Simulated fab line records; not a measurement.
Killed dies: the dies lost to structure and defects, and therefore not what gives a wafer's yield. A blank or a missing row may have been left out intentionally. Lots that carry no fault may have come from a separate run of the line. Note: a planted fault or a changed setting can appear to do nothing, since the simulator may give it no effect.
What tool caused it?	flow gf180mcu	Sampling: 11 lots, 33 wafers, 5 of 602 route steps

== WHAT EACH GAUGE READ, for each wafer ==
GF_PSD_RS_MEAS_14: uses a four-point probe to measure.
lot	measured	on	NSD_RS (ohm/sq)
L574	day 13 20:54	film-metro-01	46.02 45.94 46.07
L575	day 14 05:20	film-metro-04	45.95 46.00 45.90
L578	day 15 11:29	film-metro-01	45.97 46.08 46.09
L579	day 15 13:39	film-metro-01	45.88 45.97 46.00
L584	day 18 11:47	film-metro-01	47.61 47.71 47.66
L586	day 19 03:23	film-metro-03	47.71 47.70 47.64
L594	day 21 01:11	film-metro-03	46.02 45.92 46.04
L593	day 21 08:16	film-metro-01	45.98 45.96 45.92
L595	day 21 16:23	film-metro-04	45.88 46.00 45.84
L596	day 21 22:19	film-metro-01	46.13 45.93 46.03
L597	day 22 04:25	film-metro-04	45.96 45.96 45.99

== WHAT TOOL EACH LOT RAN ON (gives the tool, then ch and the chambers of the sampled wafers, and finally the start) ==
lot	GF_POLY_GATE_ETCH_13	GF_HV_LDD_STRIP_37	GF_NSD_IMPLANT_10	GF_NSD_STRIP_11
L574	rie-si-01 ch 1,2,3, day 9 00:26	plasma-asher-01 ch 0,1, day 11 08:04	implanter-01 ch 0, day 13 00:58	plasma-asher-01 ch 0,1, day 13 01:05
L575	rie-si-01 ch 0,1,3, day 9 07:29	plasma-asher-01 ch 0,1, day 11 15:46	implanter-04 ch 0, day 13 08:40	plasma-asher-01 ch 0,1, day 13 08:49
L578	rie-si-01 ch 1,2,3, day 10 06:33	plasma-asher-01 ch 0,1, day 12 17:20	implanter-03 ch 0, day 14 13:50	plasma-asher-02 ch 0,1, day 14 13:59
L579	rie-si-01 ch 0,1,2, day 10 09:57	plasma-asher-01 ch 0,1, day 12 21:07	implanter-04 ch 0, day 14 16:32	plasma-asher-01 ch 0,1, day 14 16:40
L584	rie-si-02 ch 0,2,3, day 12 15:56	plasma-asher-02 ch 0,1, day 15 11:02	implanter-03 ch 0, day 17 11:35	plasma-asher-01 ch 0,1, day 17 11:44
L586	rie-si-02 ch 1,2,3, day 13 07:26	plasma-asher-04 ch 0,1, day 16 02:04	implanter-03 ch 0, day 18 03:15	plasma-asher-03 ch 0,1, day 18 03:22
L594	rie-si-02 ch 0,3, day 15 01:32	plasma-asher-02 ch 0,1, day 17 22:37	implanter-01 ch 0, day 20 00:43	plasma-asher-02 ch 0,1, day 20 00:52
L593	rie-si-02 ch 0,1,3, day 15 06:17	plasma-asher-01 ch 0,1, day 18 04:28	implanter-04 ch 0, day 20 07:28	plasma-asher-01 ch 0,1, day 20 07:37
L595	rie-si-01 ch 0,3, day 15 12:34	plasma-asher-04 ch 1, day 18 11:59	implanter-01 ch 0, day 20 16:02	plasma-asher-03 ch 0,1, day 20 16:11
L596	rie-si-01 ch 1,2,3, day 15 18:17	plasma-asher-02 ch 0,1, day 18 17:16	implanter-04 ch 0, day 20 21:26	plasma-asher-03 ch 0,1, day 20 21:33
L597	rie-si-02 ch 0,3, day 16 00:20	plasma-asher-04 ch 0,1, day 19 01:33	implanter-01 ch 0, day 21 04:53	plasma-asher-02 ch 0,1, day 21 05:01
- GF_POLY_GATE_ETCH_13: etches poly-Si in HBr/Cl2, stops on SiO2, target depth 198.5 nm, time 69.6 s.
- GF_HV_LDD_STRIP_37: strips in O2/N2.
- GF_NSD_IMPLANT_10
- GF_NSD_STRIP_11: strips in O2/N2.

== THE ANSWER, worked out from the rows above alone ==
Rule: the usual values come from the lots themselves. Put in order of their means at a reading, lots are off if they are a third of the lots or fewer, leave a main group of 4 or more, and stand apart from it by a gap of 3 or more times the standard deviation of the main group's means; of several such gaps the widest counts. A main group is skipped when, at the precision printed for the reading in the tables above, its means are all equal. Also off: a lot with no number at a reading for which 4 or more lots have one. Any other lot the step has rows for is counted as sound.
Off: at GF_PSD_RS_MEAS_14 (NSD_RS), L584, L586. For the main group the mean is 45.98 ohm/sq and the standard deviation 0.042.
A tool fits if, at a process step before that reading, it ran every lot that is off, and no sound lot after the first of them. The gauges at GF_PSD_RS_MEAS_14 are tried like those tools. One fits: GF_NSD_IMPLANT_10 on implanter-03. A fault onset in the window from L578 (day 14 13:50, its last sound lot) to L584 (day 17 11:35, its first lot off) fits.

== WHAT WAS PUT IN BY THE SIMULATOR ==
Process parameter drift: implanter-03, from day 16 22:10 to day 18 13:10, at GF_NSD_IMPLANT_10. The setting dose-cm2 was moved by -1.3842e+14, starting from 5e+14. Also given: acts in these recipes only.
Lots struck among those shown: L584, L586. The rule above reached the same finding.
